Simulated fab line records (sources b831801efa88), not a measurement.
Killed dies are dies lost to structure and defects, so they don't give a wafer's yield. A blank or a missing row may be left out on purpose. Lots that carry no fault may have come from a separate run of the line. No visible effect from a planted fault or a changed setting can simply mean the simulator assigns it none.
Chamber matching ; flow gf180mcu ; cmp-02 running GF_V3_CMP_26: 4 sister chambers
The step polishes, stops on SiO2, t overpolish 15 s, target thk 0 nm. 4 wafers are shown with their chamber, then 6 later ones without.

WAFERS WITH THEIR CHAMBER
wafer;chamber;motor current A (A)
L919.1;1;11.6
L924.5;2;11.5
L929.2;3;8.8
L929.4;0;10.9

WAFERS WHOSE CHAMBER IS MISSING
wafer;motor current A (A)
L931.2;11.0
L931.4;8.9
L931.5;11.5
L937.2;10.7
L937.5;11.8
L937.6;11.7

THE CHAMBER EACH PASSED THROUGH
wafer;from the rows above;in truth
L931.2;0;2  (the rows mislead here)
L931.4;3;3
L931.5;can't be placed: 2 or 1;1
L937.2;0;0
L937.5;can't be placed: 1 or 2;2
L937.6;can't be placed: 1 or 2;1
Placed correctly: 2 of 6. Cannot be placed on the basis of these rows: 3; the candidates contain the true chamber in 3. 1 placed wrongly.
How it was worked out, from the rows above alone: a wafer's distance from a chamber is the root of the sum, over the readings, of the square of ((its reading less the chamber's mean) divided by the reading's scatter). The wafer belongs to the nearest chamber; if the next one is less than 2 further off, it can't be placed. The mean given for a chamber averages the wafers shown for that chamber. The scatter: root of mean squared gap, hidden wafer to nearest shown wafer, with one shown wafer a chamber.
